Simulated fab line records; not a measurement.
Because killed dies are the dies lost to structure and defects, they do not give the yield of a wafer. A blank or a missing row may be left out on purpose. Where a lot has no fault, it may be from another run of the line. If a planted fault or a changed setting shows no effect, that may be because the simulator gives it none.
Which tool did it?    flow gf180mcu    Sampling: 14 lots, 42 wafers, 6 of 602 route steps

WHAT THE GAUGES READ, wafer by wafer
GF_M3_THK_MEAS_06: measures by xrf. Usual: M3_ALCU_THK 442 nm, standard deviation 3.9.
lot   measured      on            M3_ALCU_THK (nm)  flag
L295  day 20 06:26  filmMetro-02  442 446 444       
L296  day 21 00:15  filmMetro-02  449 448 450       
L297  day 21 04:15  filmMetro-02  444 445 448       
L303  day 23 09:10  filmMetro-04  443 439 441       
L304  day 23 12:04  filmMetro-02  446 441 444       
L307  day 24 12:19  filmMetro-04  443 445 442       
L308  day 25 03:04  filmMetro-02  444 443 439       
L311  day 26 06:32  filmMetro-04  446 444 449       
L312  day 26 08:32  filmMetro-02  441 433 436       
L313  day 26 22:37  filmMetro-02  442 444 443       
L315  day 27 05:53  filmMetro-02  435 437 441       
L314  day 27 06:23  filmMetro-04  441 442 439       
L317  day 27 23:20  filmMetro-04  449 446 449       
L318  day 28 03:19  filmMetro-02  442 439 440       

GF_V3_OVL_MEAS_15. Usual: V3_OVL 0 nm, standard deviation 4.6.
lot   measured      on          V3_OVL (nm)  flag
L295  day 22 07:35  overlay-02  -3 -3 -5     
L296  day 23 00:03  overlay-02  1 -2 -2      
L297  day 23 04:45  overlay-02  -1 2 6       
L303  day 25 06:21  overlay-01  9 -3 5       
L304  day 25 09:17  overlay-02  4 8 3        
L307  day 26 09:05  overlay-02  -3 -7 -4     
L308  day 26 22:08  overlay-01  -4 0 -5      
L311  day 28 00:39  overlay-01  0 0 1        
L312  day 28 02:28  overlay-01  2 1 15       
L313  day 28 15:30  overlay-02  2 2 1        
L315  day 28 23:14  overlay-02  3 6 -1       
L314  day 28 23:22  overlay-02  -2 -2 0      
L317  day 29 13:32  overlay-01  -4 2 0       
L318  day 29 18:11  overlay-02  1 1 4        

GF_M4_RS_MEAS_05: the measuring method here is four-point-probe. Usual: M4_ALCU_RS 0.0697 ohm/sq, standard deviation 0.00066.
lot   measured      on            M4_ALCU_RS (ohm/sq)   flag
L295  day 22 09:17  filmMetro-02  0.0702 0.0701 0.0708  
L296  day 23 01:46  filmMetro-02  0.0700 0.0694 0.0693  
L297  day 23 06:24  filmMetro-02  0.0695 0.0694 0.0691  
L303  day 25 07:59  filmMetro-03  6.9834 6.9958 6.9761  OFF
L304  day 25 11:04  filmMetro-03  6.9841 6.9934 7.0395  OFF
L307  day 26 10:42  filmMetro-03  0.0700 0.0691 0.0693  
L308  day 26 23:46  filmMetro-02  0.0685 0.0695 0.0693  
L311  day 28 02:17  filmMetro-02  0.0699 0.0691 0.0702  
L312  day 28 04:11  filmMetro-02  0.0707 0.0707 0.0699  
L313  day 28 17:07  filmMetro-02  0.0692 0.0697 0.0691  
L315  day 29 00:51  filmMetro-01  0.0701 0.0696 0.0697  
L314  day 29 01:09  filmMetro-01  0.0694 0.0688 0.0696  
L317  day 29 15:10  filmMetro-02  0.0697 0.0703 0.0694  
L318  day 29 19:50  filmMetro-01  0.0709 0.0712 0.0712  

GF_M4_THK_MEAS_06: measures by xrf. Usual: M4_ALCU_THK 440 nm, standard deviation 4.2.
lot   measured      on            M4_ALCU_THK (nm)  flag
L295  day 22 09:25  filmMetro-02  437 437 434       
L296  day 23 01:53  filmMetro-02  436 439 440       
L297  day 23 06:31  filmMetro-02  439 439 439       
L303  day 25 08:05  filmMetro-03  <0 <0 <0          OFF
L304  day 25 11:11  filmMetro-03  <0 <0 <0          OFF
L307  day 26 10:49  filmMetro-03  434 441 439       
L308  day 26 23:53  filmMetro-02  447 441 441       
L311  day 28 02:23  filmMetro-02  439 444 438       
L312  day 28 04:18  filmMetro-02  435 435 439       
L313  day 28 17:14  filmMetro-02  445 445 446       
L315  day 29 00:58  filmMetro-01  437 440 440       
L314  day 29 01:16  filmMetro-01  442 447 440       
L317  day 29 15:17  filmMetro-02  438 435 440       
L318  day 29 19:58  filmMetro-01  433 433 431       

EACH LOT AND THE TOOL THAT RAN IT (in order: tool; ch and the chambers of the sampled wafers; start)
lot   GF_V3_CMP_04                   GF_M4_SPUTTER_02
L295  cmp-01 ch 1,2, day 21 07:45    pvdSputter-01, day 22 09:12
L296  cmp-02 ch 1,2,3, day 22 00:35  pvdSputter-04, day 23 01:41
L297  cmp-01 ch 0,1, day 22 05:08    pvdSputter-02, day 23 06:17
L303  cmp-02 ch 0,2,3, day 24 08:28  pvdSputter-02, day 25 07:52
L304  cmp-01 ch 1,2,3, day 24 11:32  pvdSputter-02, day 25 10:58
L307  cmp-02 ch 1,2,3, day 25 10:56  pvdSputter-04, day 26 10:37
L308  cmp-01 ch 1,2, day 26 01:05    pvdSputter-02, day 26 23:40
L311  cmp-02 ch 2,3, day 27 04:15    pvdSputter-02, day 28 02:10
L312  cmp-01 ch 0,1,3, day 27 06:04  pvdSputter-02, day 28 04:05
L313  cmp-01 ch 0,1,3, day 27 19:37  pvdSputter-01, day 28 17:02
L315  cmp-01 ch 0,1,3, day 28 02:59  pvdSputter-04, day 29 00:46
L314  cmp-01 ch 0,3, day 28 03:46    pvdSputter-02, day 29 01:04
L317  cmp-02 ch 1,2,3, day 28 18:17  pvdSputter-02, day 29 15:04
L318  cmp-02 ch 1,2,3, day 28 23:36  pvdSputter-04, day 29 19:45
- GF_V3_CMP_04: polishes SiO2.
- GF_M4_SPUTTER_02: material AlCu, target thk 450 nm, time 23.9 s.

WHAT THE TOOLS THEMSELVES READ (means of the sampled wafers that have a number; where no wafer has one, the mark that the record gives instead)
GF_V3_CMP_04. Usual: headPressurePsi 4.000 psi, standard deviation 0.0093; motorCurrentA 12.0 A, standard deviation 1.1; slurryFlowMlMin 150.0, standard deviation 0.45; timeToEndpointS 81 s, standard deviation 4.4.
lot   tool    headPressurePsi (psi)  motorCurrentA (A)  slurryFlowMlMin  timeToEndpointS (s)  flag
L295  cmp-01  4.000                  12.3               149.8            82                   
L296  cmp-02  3.993                  12.1               149.8            83                   
L297  cmp-01  3.996                  11.2               149.9            83                   
L303  cmp-02  4.005                  12.1               150.1            85                   
L304  cmp-01  3.995                  11.6               150.3            87                   
L307  cmp-02  4.006                  11.8               150.7            82                   
L308  cmp-01  3.999                  12.2               149.6            84                   
L311  cmp-02  4.006                  11.5               150.0            81                   
L312  cmp-01  4.003                  11.0               150.1            85                   
L313  cmp-01  4.001                  11.0               150.4            78                   
L315  cmp-01  4.000                  11.3               149.5            81                   
L314  cmp-01  4.008                  11.2               149.6            79                   
L317  cmp-02  4.010                  12.1               149.9            76                   
L318  cmp-02  3.996                  12.3               150.3            77                   

GF_M4_SPUTTER_02. Usual: cathodeDcPowerW 10600 W, standard deviation 2.2; chamberPressurePa 0.4000 Pa, standard deviation 0.00069; throttleValvePct 30.2 %, standard deviation 0.71.
lot   tool           cathodeDcPowerW (W)  chamberPressurePa (Pa)  throttleValvePct (%)  flag
L295  pvdSputter-01  10600                0.3998                  30.9                  
L296  pvdSputter-04  10600                0.3997                  30.1                  
L297  pvdSputter-02  10601                0.4002                  30.3                  
L303  pvdSputter-02  -                    -                       -                     OFF
L304  pvdSputter-02  -                    -                       -                     OFF
L307  pvdSputter-04  10599                0.4000                  30.5                  
L308  pvdSputter-02  10600                0.4007                  30.3                  
L311  pvdSputter-02  10601                0.4006                  30.5                  
L312  pvdSputter-02  10600                0.4002                  29.7                  
L313  pvdSputter-01  10601                0.3996                  31.0                  
L315  pvdSputter-04  10599                0.4002                  30.2                  
L314  pvdSputter-02  10601                0.4001                  30.1                  
L317  pvdSputter-02  10601                0.3993                  30.4                  
L318  pvdSputter-04  10600                0.3995                  30.4                  

THE ANSWER, worked out from the rows above alone
Rule: lot off if the mean of its wafers having a number is beyond 3 standard deviations from the usual mean. Also off: a lot with no number at a reading for which 4 or more lots have one. The other lots that the step has rows for count as sound. Order of review: gauges by route order, followed by the tools' own readings, for which a lot's mean as printed above is used. The first step at which some lot is off is used, and at that step the reading that is off furthest; a lot without a number counts as furthest.
Off: L303, L304, seen at GF_M4_RS_MEAS_05 (M4_ALCU_RS).
A tool fits if, at a process step before that reading, it ran every lot that is off, and no sound lot after the first of them. The gauges at GF_M4_RS_MEAS_05 aren't tried: what is off there is off at GF_M4_SPUTTER_02 too, on other tools, and a gauge's error can't cause that. No candidate that was tried fits.

WHAT HAD BEEN PUT IN BY THE SIMULATOR
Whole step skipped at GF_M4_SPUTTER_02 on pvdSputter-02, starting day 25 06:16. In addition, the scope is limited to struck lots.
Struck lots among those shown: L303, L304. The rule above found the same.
